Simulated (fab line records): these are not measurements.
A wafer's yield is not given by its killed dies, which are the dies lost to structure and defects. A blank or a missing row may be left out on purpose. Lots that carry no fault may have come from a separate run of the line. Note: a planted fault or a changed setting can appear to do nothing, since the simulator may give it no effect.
Struck lot and sound lot, side by side | flow sky130 | 21 out of 708 route steps
Sound: these wafers, L879.1, L879.2, L879.6. Wafers L883.2, L883.3, L883.5 were the ones struck. The cause is named last.
For every step that has rows: the tool of each side, followed by ch and its chambers, followed by its first start. Under that, the readings that differ: sound wafers | struck wafers | difference of the means | sigmas: that difference in standard deviations of wafers without a fault.
alike: readings whose means differ by less than 2 such deviations, and words and numbers that are the same on both sides. not compared: withheld readings, readings that some wafer has no value for, bounds like >300 that may hide the same value, and numbers for which the record gives no deviation and whose values overlap.
Wherever a step has rows on one side only, a row that says differs or no value, or a row with sigmas, the two part there. When numbers do not overlap yet have no deviation, they are printed without sigmas and do not part them. Lack of a reading on every wafer of one side parts them only where that side has two or more wafers.

first, 3 steps without rows for these wafers: SKY_LDD_P_EXPOSE_04 (exposes mask PSDM, target cd 380 nm); SKY_LDD_P_PEB_05; SKY_LDD_P_DEVELOP_06 (develop time 60 s).
SKY_LDD_P_CD_MEAS_07: the cd target is 380 nm.
  sound: cd sem-02 at day 22 04:35; struck: cd sem-01 at day 22 22:49
  reading    | sound             | struck            | difference | sigmas
  cd nm (nm) | 374.8 376.9 379.0 | 382.1 384.4 382.0 | +5.9       | +2
SKY_LDD_P_OVL_MEAS_08:
  sound: overlay-01 at day 22 04:43; struck: overlay-01 at day 22 22:55
  alike: LDD_P_OVL
next, for these wafers, 1 step has no rows: SKY_LDD_P_IMPLANT_09.
SKY_LDD_P_STRIP_10: strips in O2/N2.
  sound on plasma asher-03 ch 0,1, day 22 04:53; struck on plasma asher-03 ch 0,1, day 22 23:05
  alike: drypump motor current A, n2 flow sccm, oes product au, strip time to endpoint s
  not compared: rf hours counter h
SKY_LDD_P_TW_MEAS_11:
  sound: film metro-01 at day 22 04:59; struck: film metro-02 at day 22 23:12
  alike: LDD_P_TW
then, 4 steps without rows for these wafers: SKY_LDD_HVN_DEHYDRATE_00 (time 60 s); SKY_LDD_HVN_HMDS_01 (prime time 60 s); SKY_LDD_HVN_COAT_02 (resist thk 300 nm); SKY_LDD_HVN_SOFTBAKE_03 (time 60 s).
SKY_LDD_HVN_EXPOSE_04: exposes mask HVNTM, target cd 700 nm.
  sound on iline stepper-02 ch 0, day 22 19:17; struck on iline stepper-01 ch 0, day 23 14:38
  reading | sound                   | struck               | difference | sigmas
  mask    | HVNTM#0 HVNTM#0 HVNTM#0 | PSDM#0 PSDM#0 PSDM#0 | differs    |
then, 2 steps without rows for these wafers: SKY_LDD_HVN_PEB_05; SKY_LDD_HVN_DEVELOP_06 (develop time 60 s).
SKY_LDD_HVN_OVL_MEAS_07:
  sound: overlay-01 at day 23 10:16; struck: overlay-01 at day 24 05:26
  reading          | sound        | struck | difference                    | sigmas
  LDD_HVN_OVL (nm) | 0.2 0.8 -0.2 | - - -  | no value on the struck wafers |
next, for these wafers, 1 step has no rows: SKY_LDD_HVN_IMPLANT_08.
SKY_LDD_HVN_STRIP_09: strips in O2/N2.
  sound on plasma asher-04 ch 0,1, day 23 10:28; struck on plasma asher-02 ch 0,1, day 24 05:37
  reading                      | sound             | struck            | difference | sigmas
  strip time to endpoint s (s) | 4.112 4.111 4.117 | 4.164 4.157 4.153 | +0.045     | +3
  alike: drypump motor current A, n2 flow sccm, oes product au
  not compared: rf hours counter h
SKY_LDD_HVN_TW_MEAS_10:
  sound: film metro-04 at day 23 10:34; struck: film metro-02 at day 24 05:44
  reading    | sound          | struck   | difference | sigmas
  LDD_HVN_TW | 1455 1449 1449 | 30 30 30 | -1421      | -99 or more
then, 1 step without rows for these wafers: SKY_LDD_HVP_DEHYDRATE_00 (time 60 s).
-- record jumps: 24 days separate the struck wafers' starts on either side; left off in module LDD_HVP, taken up again in module PAD_OPEN, whose first shown step is the route's number 708 --
SKY_PAD_OPEN_PROBE_99:
  sound: prober-01 at day 48 00:35; struck: prober-01 at day 48 10:07
  reading                                | sound                        | struck                        | difference | sigmas
  model.etest.pfet_01v8.r on ohm um      | 2900 3001 2906               | 5577 5708 5670                | +2716      |
  model.etest.pfet g5v0d10v5.r on ohm um | 4807 4880 4715               | 6195 6373 6457                | +1541      |
  model.etest.pfet_16v.r on ohm um       | 1.53e+04 1.519e+04 1.522e+04 | 1.641e+04 1.657e+04 1.675e+04 | +1.340e+03 |
  model.etest.nfet g5v0d10v5.r on ohm um | 1898 1927 1874               | 2167 2266 2218                | +317       |
  model.etest.pfet_01v8.drive ua um      | 190.2 183.5 192.4            | 65.6 63.11 64.13              | -124.4     |
  model.etest.pfet_01v8_lvt.drive ua um  | 172.4 170.7 174.1            | 76.88 75.27 75.9              | -96.38     |
  model.etest.pfet_01v8_hvt.drive ua um  | 141.6 135.8 141.5            | 52.78 51.33 51.99             | -87.60     |
  model.etest.pfet g5v0d10v5.drive ua um | 338.5 325.9 342.2            | 250.8 244.8 240.3             | -90.2      |

WHERE THEY PART
At SKY_LDD_P_CD_MEAS_07 first; at SKY_LDD_HVN_TW_MEAS_10 last (within this record only).

WHY: what the simulator had put in
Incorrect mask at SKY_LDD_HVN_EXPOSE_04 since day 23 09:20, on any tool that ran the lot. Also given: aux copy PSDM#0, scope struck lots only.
